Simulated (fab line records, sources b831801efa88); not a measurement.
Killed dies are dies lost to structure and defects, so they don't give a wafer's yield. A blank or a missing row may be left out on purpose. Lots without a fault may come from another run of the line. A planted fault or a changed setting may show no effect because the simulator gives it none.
fab line records | flow sky130
record lots=6 wafers=18 last_day=50
route steps=708 shown METAL2@490 PAD_OPEN@708
lots that met no fault: from a run of the same line without faults
start_h: hours from the record's first day to the start of the lot's first wafer shown | wait_h: hours since the lot's step before | " the same as in the row above | L1.1+2: a row that stands for several wafers | - no value, or no start given | * or withheld: withheld | < > ~ a bound
route shown NAME@n: a module of which the file shows steps, and the number in the route of the first | usual: mean/standard deviation of fault-free wafers | same: alike in all rows | chamber/n: place in a boat | sites: the reading at each site | _std_site: their standard deviation | _edge_site: outer sites' mean less inner sites' | radius_mm: how far each site lies from the wafer's centre | mask NAME#n: copy n | behind: the tool/chamber that last shaped the wafer | hold: why the lot was held/for how many hours/how that ended | device: the transistor (n, p or np) that didn't switch | end of line: the same wafers' tests at the end of the route | a step without rows: its recipe alone | killed: dies lost to structure and defects at the first sort, not the wafer's yield | map: a wafer's dies, x killed, . not, _ none there
set.NAME: the setting as run; set.NAME@STEP: as run at that earlier step | model.NAME: the simulator's own value behind a step, which no gauge read
lots at some steps of the route; a table a step, a row a wafer
services: from which hour (start_h, from the record's first day; less than 0 if before it) a tool's chamber was out of use, for how many hours, and why
## steps
# step SKY_METAL2_DEHYDRATE_07
# recipe temp_c=200 time_s=60
# step SKY_METAL2_HMDS_08
# recipe prime_time_s=60 prime_temp_c=120
# step SKY_METAL2_COAT_09
# recipe resist=BARC temp_c=withheld time_s=withheld spin_rpm=3000 resist_thk_nm=60
# step SKY_METAL2_COAT_10
# recipe resist=KrF-thick spin_rpm=3000 resist_thk_nm=450
# step SKY_METAL2_SOFTBAKE_11
# recipe temp_c=100 time_s=90 resist=KrF-thick
# step SKY_METAL2_EXPOSE_12
# recipe mask_id=MM2 na=0.8 source_shape=annular sigma_inner=0.55 sigma_outer=0.85 target_cd_nm=140 dose_mj=28
# step SKY_METAL2_PEB_13
# recipe peb_temp_c=withheld peb_time_s=withheld resist=KrF-thick
# step SKY_METAL2_DEVELOP_14
# recipe develop_time_s=60 resist=KrF-thick dev_temp_c=21
# step SKY_METAL2_CD_MEAS_15
# recipe target_cd_nm=140
# usual cd_nm=139.7/1.2
# columns lot.wafer tool chamber start_h wait_h cd_nm
L466.2 cd_sem-01 - 829.84 - 139.6
L466.3 " - " " 140.3
L466.4 " - " " 140.0
L476.1 cd_sem-02 - 902.43 - 139.8
L476.5 " - " " 141.3
L476.6 " - " " 140.1
L481.1 cd_sem-01 - 943.33 - 138.3
L481.5 " - " " 138.0
L481.6 " - " " 138.1
L482.2 cd_sem-01 - 946.71 - 139.7
L482.4 " - " " 140.8
L482.5 " - " " 139.0
L483.2 cd_sem-01 - 953.51 - 140.8
L483.4 " - " " 139.0
L483.6 " - " " 141.3
L484.2 cd_sem-01 - 970.12 - 139.4
L484.3 " - " " 138.6
L484.4 " - " " 138.9
# step SKY_METAL2_OVL_MEAS_16
# usual METAL2_OVL=2/4.8
# columns lot.wafer tool chamber start_h wait_h METAL2_OVL[nm]
L466.2 overlay-02 - 829.94 0.1 2
L466.3 " - " " -5
L466.4 " - " " 5
L476.1 overlay-01 - 902.55 0.1 1
L476.5 " - " " 4
L476.6 " - " " -2
L481.1 overlay-01 - 943.45 0.1 8
L481.5 " - " " 8
L481.6 " - " " 2
L482.2 overlay-02 - 946.81 0.1 -2
L482.4 " - " " 3
L482.5 " - " " -3
L483.2 overlay-01 - 953.61 0.1 5
L483.4 " - " " 11
L483.6 " - " " 2
L484.2 overlay-02 - 970.23 0.1 -4
L484.3 " - " " -6
L484.4 " - " " 6
# step SKY_METAL2_DESCUM_17
# recipe chemistry=O2 source_power_w=150 bias_power_w=0 pressure_mtorr=10 temp_c=40 time_s=8
# usual drypump_motor_current_A=5.39/0.2 he_backside_leak_sccm=3.26/0.15 oes_product_au=0.998/0.013
# columns lot.wafer tool chamber start_h wait_h drypump_motor_current_A he_backside_leak_sccm oes_product_au rf_hours_counter_h
L466.2 rie_metal-04 1 829.97 0.0 5.39 3.56 1.002 15
L466.3 " 1 " " 5.35 3.38 0.986 -
L466.4 " 0 " " 5.29 3.17 0.981 -
L476.1 rie_metal-03 1 902.59 0.0 5.78 3.38 0.994 17
L476.5 " 0 " " 5.68 3.37 1.024 -
L476.6 " 1 " " 5.80 3.31 0.978 -
L481.1 rie_metal-03 0 943.49 0.0 5.65 3.42 1.008 2
L481.5 " 0 " " 5.63 3.35 1.010 -
L481.6 " 0 " " 5.63 3.31 1.009 -
L482.2 rie_metal-01 0 946.85 0.0 5.16 3.01 1.003 -
L482.4 " 0 " " 5.16 2.91 0.997 -
L482.5 " 0 " " 5.18 3.04 0.998 -
L483.2 rie_metal-03 1 953.64 0.0 5.79 3.34 0.999 0
L483.4 " 0 " " 5.65 3.36 1.009 -
L483.6 " 0 " " 5.63 3.33 1.015 -
L484.2 rie_metal-04 1 970.26 0.0 5.37 3.40 0.995 6
L484.3 " 0 " " 5.28 3.30 0.976 -
L484.4 " 1 " " 5.36 3.18 0.997 -
# step SKY_METAL2_ETCH_18
# recipe chemistry=N2/H2 target=BARC ion_energy_ev=200 bias_w=100 pressure_mtorr=30 n2_flow_sccm=100 h2_flow_sccm=200 icp_w=500 stop_on=SiO2 time_s=45.9 target_depth_a=600
# usual drypump_motor_current_A=5.40/0.2 he_backside_leak_sccm=3.25/0.18 oes_product_au=0.854/0.0042 throttle_valve_pct=13.225/0.0086
# columns lot.wafer tool chamber start_h wait_h drypump_motor_current_A he_backside_leak_sccm oes_product_au rf_hours_counter_h throttle_valve_pct
L466.2 rie_metal-04 1 830.01 0.0 5.39 3.08 0.853 15 13.227
L466.3 " 1 " " 5.40 3.14 0.851 - 13.238
L466.4 " 0 " " 5.29 3.34 0.848 - 13.217
L476.1 rie_metal-03 1 902.62 0.0 5.80 3.37 0.852 17 13.229
L476.5 " 0 " " 5.68 3.32 0.857 - 13.243
L476.6 " 1 " " 5.79 3.37 0.853 - 13.241
L481.1 rie_metal-03 0 943.55 0.1 5.64 3.27 0.854 2 13.236
L481.5 " 0 " " 5.67 3.36 0.861 - 13.212
L481.6 " 0 " " 5.69 3.39 0.855 - 13.232
L482.2 rie_metal-01 0 946.93 0.1 5.18 3.14 0.849 - 13.215
L482.4 " 0 " " 5.17 3.14 0.855 - 13.232
L482.5 " 0 " " 5.20 3.02 0.859 - 13.217
L483.2 rie_metal-03 1 953.68 0.0 5.83 3.34 0.858 0 13.232
L483.4 " 0 " " 5.66 3.13 0.855 - 13.215
L483.6 " 0 " " 5.64 3.24 0.853 - 13.221
L484.2 rie_metal-04 1 970.29 0.0 5.36 3.27 0.855 6 13.241
L484.3 " 0 " " 5.29 3.55 0.857 - 13.207
L484.4 " 1 " " 5.35 3.16 0.853 - 13.238
# step SKY_METAL2_METAL_ETCH_19
# recipe target_depth_a=3600 stop_on=SiO2 over_etch_frac=0.3 time_s=78 chemistry=Cl2/BCl3 resist_sidewall_deg=88 pressure_mtorr=10 icp_w=900 bias_w=48.5 Cl2_flow_sccm=60 bcl3_flow_sccm=30
# usual drypump_motor_current_A=5.39/0.21 he_backside_leak_sccm=3.25/0.16 oes_product_au=0.855/0.0061 throttle_valve_pct=22.265/0.0094
# columns lot.wafer tool chamber start_h wait_h drypump_motor_current_A he_backside_leak_sccm oes_product_au rf_hours_counter_h throttle_valve_pct model.METAL2.feature_depth_nm model.etch.depth_nm model.KrF-thick_of_METAL2_COAT_10.thk_nm
L466.2 rie_metal-04 1 830.07 0.0 5.36 3.30 0.856 15 22.255 359.7 359.7 157.1
L466.3 " 1 " " 5.37 2.96 0.862 - 22.261 363.6 363.6 158.4
L466.4 " 0 " " 5.30 3.25 0.849 - 22.272 359.6 359.6 161.4
L476.1 rie_metal-03 1 902.68 0.0 5.80 3.07 0.849 17 22.268 357.6 357.6 169.4
L476.5 " 0 " " 5.66 3.40 0.857 - 22.258 362.3 362.3 153.2
L476.6 " 1 " " 5.81 3.26 0.865 - 22.259 361.7 361.7 169.7
L481.1 rie_metal-03 0 943.68 0.1 5.67 3.49 0.702 2 22.262 240.5 240.5 271.8
L481.5 " 0 " " 5.66 3.53 0.687 - 22.266 239.9 239.9 272.7
L481.6 " 0 " " 5.68 3.41 0.700 - 22.265 241.8 241.8 270.3
L482.2 rie_metal-01 0 947.06 0.1 5.18 3.14 0.848 - 22.270 358.9 358.9 154.7
L482.4 " 0 " " 5.18 3.02 0.857 - 22.256 361.9 361.9 159.6
L482.5 " 0 " " 5.17 3.13 0.868 - 22.269 361.9 361.9 160.2
L483.2 rie_metal-03 1 953.74 0.0 5.82 3.59 0.683 0 22.268 232.2 232.2 277.6
L483.4 " 0 " " 5.61 3.41 0.696 - 22.260 238.9 238.9 273.3
L483.6 " 0 " " 5.61 3.58 0.693 - 22.264 240 240 273.3
L484.2 rie_metal-04 1 970.35 0.0 5.38 2.94 0.861 6 22.258 361 361 163.1
L484.3 " 0 " " 5.28 3.07 0.863 - 22.270 361.4 361.4 166.3
L484.4 " 1 " " 5.38 2.96 0.851 - 22.264 358.4 358.4 165.9
# step SKY_METAL2_STRIP_20
# recipe chemistry=O2/N2 power_w=1400 pressure_mtorr=1500 platen_temp_c=withheld o2_flow_sccm=3000 n2_flow_sccm=300 overash_fraction=0.5
# usual drypump_motor_current_A=5.9/0.43 oes_product_au=0.343/0.0054 strip_time_to_endpoint_s=2.71/0.063
# columns lot.wafer tool chamber start_h wait_h drypump_motor_current_A oes_product_au rf_hours_counter_h strip_time_to_endpoint_s
L466.2 plasma_asher-01 1 830.16 0.1 6.1 0.337 67 2.68
L466.3 " 0 " " 5.7 0.351 - 2.69
L466.4 " 1 " " 6.1 0.337 - 2.72
L476.1 plasma_asher-02 0 902.77 0.1 6.2 0.354 16 2.81
L476.5 " 0 " " 6.2 0.330 - 2.62
L476.6 " 1 " " 6.5 0.344 - 2.80
L481.1 plasma_asher-04 1 943.86 0.1 5.7 0.391 114 3.92
L481.5 " 1 " " 5.7 0.393 - 3.92
L481.6 " 0 " " 5.2 0.394 - 3.90
L482.2 plasma_asher-01 1 947.21 0.1 6.1 0.334 78 2.65
L482.4 " 1 " " 6.1 0.346 - 2.72
L482.5 " 0 " " 5.7 0.347 - 2.71
L483.2 plasma_asher-02 1 953.83 0.1 6.5 0.402 22 3.99
L483.4 " 1 " " 6.5 0.385 - 3.96
L483.6 " 1 " " 6.5 0.390 - 3.92
L484.2 plasma_asher-01 0 970.44 0.1 5.7 0.344 81 2.76
L484.3 " 0 " " 5.7 0.346 - 2.76
L484.4 " 1 " " 6.1 0.352 - 2.79
# step SKY_METAL2_STRIP_21
# recipe chemistry=post_etch_residue_remover time_s=1200 temp_c=72.5
# step SKY_PAD_OPEN_PROBE_99
# usual defect_limited_yield=82.2/1.9 killed_at_M0_to_M3=43/6.3 killed_at_M4_up=3.3/1.7 killed_at_contacts=24/5.4 killed_at_front_end=16/4.6 killed_at_other=0.4/0.7 killed_dies=87/9.4 killed_on_rim=17/3.9 killed_open=47/6.9 killed_short=39/6.1 sort_bin_3_pad_short=0.9/0.45 sort_bin_5_function=10.6/1.5 sort_bin_6_memory=6.3/1.2 sort_n_pass=405/9.4 sort_yield_pct=82.2/1.9
# same gross_dies=492 killed_at_back_side=0 sort_bin_4_leakage[%]=0 sort_bin_8_speed[%]=0
# columns lot.wafer tool chamber start_h wait_h defect_limited_yield[%] killed_at_M0_to_M3 killed_at_M4_up killed_at_contacts killed_at_front_end killed_at_other killed_dies killed_on_rim killed_open killed_short sort_bin_3_pad_short[%] sort_bin_5_function[%] sort_bin_6_memory[%] sort_n_pass sort_yield_pct[%]
L466.2 prober-02 - 1086.25 0.1 80.7 51 2 27 14 1 95 19 53 41 1.2 11.2 6.9 397 80.7
L466.3 prober-02 - 1086.30 0.2 83.3 42 2 25 12 1 82 17 50 32 0.2 12.0 4.5 410 83.3
L466.4 prober-02 - 1086.35 0.2 80.9 51 2 23 18 0 94 20 51 43 0.4 11.4 7.3 398 80.9
L476.1 prober-01 - 1138.04 0.1 80.5 49 1 29 17 0 96 16 46 50 0.6 12.0 6.9 396 80.5
L476.5 prober-01 - 1138.24 0.2 81.3 40 3 34 14 1 92 18 51 40 1.6 11.8 5.3 400 81.3
L476.6 prober-01 - 1138.29 0.2 79.9 48 3 25 22 1 99 20 53 45 0.4 12.4 7.3 393 79.9
L481.1 prober-01 - 1171.15 0.1 0 449 2 26 15 0 492 96 52 42 0.4 91.5 8.1 0 0
L481.5 prober-01 - 1171.35 0.2 0 443 6 26 17 0 492 96 52 46 1.4 91.1 7.5 0 0
L481.6 prober-01 - 1171.40 0.2 0 454 0 20 18 0 492 96 47 36 0.2 93.7 6.1 0 0
L482.2 prober-02 - 1172.25 0.1 84.3 35 5 25 12 0 77 13 46 31 0.8 10.0 4.9 415 84.3
L482.4 prober-02 - 1172.35 0.2 83.3 38 4 26 14 0 82 15 45 37 1.0 10.2 5.5 410 83.3
L482.5 prober-02 - 1172.40 0.2 86.4 30 3 22 12 0 67 13 38 29 0.6 7.9 5.1 425 86.4
L483.2 prober-01 - 1176.37 0.1 0 451 4 25 12 0 492 96 50 27 0.2 94.7 5.1 0 0
L483.4 prober-01 - 1176.47 0.2 0 449 4 26 13 0 492 96 60 32 0.8 92.3 6.9 0 0
L483.6 prober-01 - 1176.57 0.2 0 451 2 25 14 0 492 96 45 34 0.6 94.5 4.9 0 0
# killed by level:class
L466.2 CONTACT:geometric_particle:open=10 METAL1:geometric_particle:short=9 VIA1:geometric_particle:open=9 LI_CONTACT:geometric_particle:open=8 VIA3:geometric_particle:open=7 VIA2:geometric_particle:open=7 FIELD_ISO:geometric_particle:open=5 METAL2:geometric_particle:short=5
L466.3 CONTACT:geometric_particle:open=11 VIA3:geometric_particle:open=10 LI_CONTACT:geometric_particle:open=10 METAL1:geometric_particle:short=6 VIA1:geometric_particle:open=5 VIA2:geometric_particle:open=5 POLY_GATE:geometric_particle:open=4 METAL2:geometric_particle:short=4
L466.4 VIA1:geometric_particle:open=9 VIA3:geometric_particle:open=9 FIELD_ISO:geometric_particle:open=6 LI_CONTACT:geometric_particle:open=6 METAL1:geometric_particle:short=6 METAL2:geometric_particle:short=6 VIA3:geometric_particle:short=6 CONTACT:geometric_particle:short=5
L476.1 CONTACT:geometric_particle:open=10 CONTACT:geometric_particle:short=9 METAL1:geometric_particle:short=8 VIA1:geometric_particle:open=8 LI_CONTACT:geometric_particle:open=7 METAL2:geometric_particle:short=7 VIA2:geometric_particle:open=7 VIA1:geometric_particle:short=6
L476.5 CONTACT:geometric_particle:open=15 VIA3:geometric_particle:open=9 LI_CONTACT:geometric_particle:open=7 VIA1:geometric_particle:open=6 METAL1:geometric_particle:short=6 CONTACT:geometric_particle:short=5 VIA1:geometric_particle:short=5 FIELD_ISO:geometric_particle:short=4
L476.6 VIA1:geometric_particle:open=10 CONTACT:geometric_particle:open=9 VIA3:geometric_particle:open=9 METAL1:geometric_particle:short=8 LI_CONTACT:geometric_particle:open=8 POLY_GATE:geometric_particle:open=6 FIELD_ISO:geometric_particle:short=5 POLY_GATE:geometric_particle:short=5
L481.1 METAL2:area_etch=398 VIA2:geometric_particle:open=16 VIA1:geometric_particle:open=12 CONTACT:geometric_particle:short=8 LI_CONTACT:geometric_particle:open=6 METAL2:geometric_particle:short=6 CONTACT:geometric_particle:open=6 VIA1:geometric_particle:short=5
L481.5 METAL2:area_etch=394 VIA1:geometric_particle:open=12 LI_CONTACT:geometric_particle:open=10 METAL2:geometric_particle:short=9 CONTACT:geometric_particle:open=8 METAL1:geometric_particle:short=6 LOCAL_INTERCONNECT:geometric_particle:short=5 VIA2:geometric_particle:open=5
L481.6 METAL2:area_etch=409 VIA1:geometric_particle:open=12 VIA2:geometric_particle:open=8 VIA3:geometric_particle:open=7 CONTACT:geometric_particle:open=6 METAL2:geometric_particle:short=6 VIA2:geometric_particle:short=5 FIELD_ISO:geometric_particle:open=4
L482.2 CONTACT:geometric_particle:open=9 VIA1:geometric_particle:open=8 LI_CONTACT:geometric_particle:open=7 VIA1:geometric_particle:short=6 VIA2:geometric_particle:open=6 VIA3:geometric_particle:open=5 METAL4:geometric_particle:short=5 POLY_GATE:geometric_particle:open=4
L482.4 VIA3:geometric_particle:open=9 LI_CONTACT:geometric_particle:open=7 VIA1:geometric_particle:open=6 FIELD_ISO:geometric_particle:open=6 LI_CONTACT:geometric_particle:short=5 CONTACT:geometric_particle:open=5 CONTACT:geometric_particle:short=5 METAL1:geometric_particle:short=5
L482.5 VIA1:geometric_particle:open=8 CONTACT:geometric_particle:open=7 CONTACT:geometric_particle:short=6 VIA3:geometric_particle:open=5 LI_CONTACT:geometric_particle:open=4 VIA1:geometric_particle:short=4 FIELD_ISO:geometric_particle:short=3 FIELD_ISO:geometric_particle:open=3
L483.2 METAL2:area_etch=415 VIA2:geometric_particle:open=10 VIA1:geometric_particle:open=9 CONTACT:geometric_particle:open=8 LI_CONTACT:geometric_particle:open=7 FIELD_ISO:geometric_particle:short=5 LOCAL_INTERCONNECT:geometric_particle:short=4 CONTACT:geometric_particle:short=4
L483.4 METAL2:area_etch=400 VIA3:geometric_particle:open=15 VIA1:geometric_particle:open=10 LI_CONTACT:geometric_particle:open=8 CONTACT:geometric_particle:open=8 VIA2:geometric_particle:short=6 VIA2:geometric_particle:open=6 LOCAL_INTERCONNECT:geometric_particle:short=5
L483.6 METAL2:area_etch=413 VIA1:geometric_particle:open=12 CONTACT:geometric_particle:open=10 CONTACT:geometric_particle:short=7 LI_CONTACT:geometric_particle:open=6 FIELD_ISO:geometric_particle:short=5 METAL1:geometric_particle:short=5 VIA3:geometric_particle:open=5
# map L481.1 (x killed, . not)
__________xxxxxxxxxx_________
________xxxxxxxxxxxxxx_______
______xxxxxxxxxxxxxxxxxx_____
_____xxxxxxxxxxxxxxxxxxxx____
____xxxxxxxxxxxxxxxxxxxxxx___
___xxxxxxxxxxxxxxxxxxxxxxxx__
__xxxxxxxxxxxxxxxxxxxxxxxxxx_
_xxxxxxxxxxxxxxxxxxxxxxxxxxxx
_xxxxxxxxxxxxxxxxxxxxxxxxxxxx
_xxxxxxxxxxxxxxxxxxxxxxxxxxxx
_xxxxxxxxxxxxxxxxxxxxxxxxxxxx
_xxxxxxxxxxxxxxxxxxxxxxxxxxxx
_xxxxxxxxxxxxxxxxxxxxxxxxxxxx
_xxxxxxxxxxxxxxxxxxxxxxxxxxxx
_xxxxxxxxxxxxxxxxxxxxxxxxxxxx
__xxxxxxxxxxxxxxxxxxxxxxxxxx_
___xxxxxxxxxxxxxxxxxxxxxxxx__
____xxxxxxxxxxxxxxxxxxxxxx___
_____xxxxxxxxxxxxxxxxxxxx____
______xxxxxxxxxxxxxxxxxx_____
________xxxxxxxxxxxxxx_______
__________xxxxxxxxxx_________
# map L483.2 (x killed, . not)
__________xxxxxxxxxx_________
________xxxxxxxxxxxxxx_______
______xxxxxxxxxxxxxxxxxx_____
_____xxxxxxxxxxxxxxxxxxxx____
____xxxxxxxxxxxxxxxxxxxxxx___
___xxxxxxxxxxxxxxxxxxxxxxxx__
__xxxxxxxxxxxxxxxxxxxxxxxxxx_
_xxxxxxxxxxxxxxxxxxxxxxxxxxxx
_xxxxxxxxxxxxxxxxxxxxxxxxxxxx
_xxxxxxxxxxxxxxxxxxxxxxxxxxxx
_xxxxxxxxxxxxxxxxxxxxxxxxxxxx
_xxxxxxxxxxxxxxxxxxxxxxxxxxxx
_xxxxxxxxxxxxxxxxxxxxxxxxxxxx
_xxxxxxxxxxxxxxxxxxxxxxxxxxxx
_xxxxxxxxxxxxxxxxxxxxxxxxxxxx
__xxxxxxxxxxxxxxxxxxxxxxxxxx_
___xxxxxxxxxxxxxxxxxxxxxxxx__
____xxxxxxxxxxxxxxxxxxxxxx___
_____xxxxxxxxxxxxxxxxxxxx____
______xxxxxxxxxxxxxxxxxx_____
________xxxxxxxxxxxxxx_______
__________xxxxxxxxxx_________
## services
# columns tool chamber start_h hours kind
plasma_asher-01 - 818.23 2.8 pm
rie_metal-04 - 828.11 1.4 pm
plasma_asher-04 - 838.84 1.2 repair
rie_metal-04 1 855.58 - clean
rie_metal-04 1 855.58 17.5 scheduled_down
rie_metal-04 1 855.58 17.5 vent_cycle
rie_metal-04 0 895.52 - clean
rie_metal-04 0 895.52 24.0 scheduled_down
rie_metal-04 0 895.52 24.0 vent_cycle
plasma_asher-01 - 901.95 2.3 repair
rie_metal-03 0 910.29 - clean
rie_metal-03 0 910.29 10.7 scheduled_down
rie_metal-03 0 910.29 10.7 vent_cycle
rie_metal-03 1 934.88 - clean
rie_metal-03 1 934.88 16.6 scheduled_down
rie_metal-03 1 934.88 16.6 vent_cycle
rie_metal-01 - 938.33 0.2 repair
rie_metal-01 1 940.50 29.5 repair
## key
first_sign step=SKY_METAL2_METAL_ETCH_19 reading=oes_product_au direction=down sigmas=26 usual=0.855 struck=0.694
effect step=SKY_METAL2_STRIP_20 reading=strip_time_to_endpoint_s direction=up sigmas=19 usual=* struck=*
effect step=SKY_PAD_OPEN_PROBE_99 reading=killed_at_M0_to_M3 direction=up sigmas=65 usual=43 struck=450
model_effect step=SKY_METAL2_METAL_ETCH_19 value=METAL2.feature_depth_nm without=360.3 struck=238.9
more_kills_born_at SKY_METAL2_METAL_ETCH_19@rie_metal-03=2429
met_at SKY_METAL2_METAL_ETCH_19
struck_wafers L481.1,L481.5,L481.6,L483.2,L483.4,L483.6
later_rows_left_out L481.1,L481.5,L481.6,L483.2,L483.4,L483.6
onset_between 902.68 943.68
fault kind=process_parameter_drift tool=rie_metal-03 chamber=- onset_h=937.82 steps=SKY_METAL2_METAL_ETCH_19 channel=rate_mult offset=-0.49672 shape=step end_h=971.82
# later_rows_left_out: the simulator's readings of these wafers behind a module that went badly wrong aren't trusted and aren't shown, but for the sort
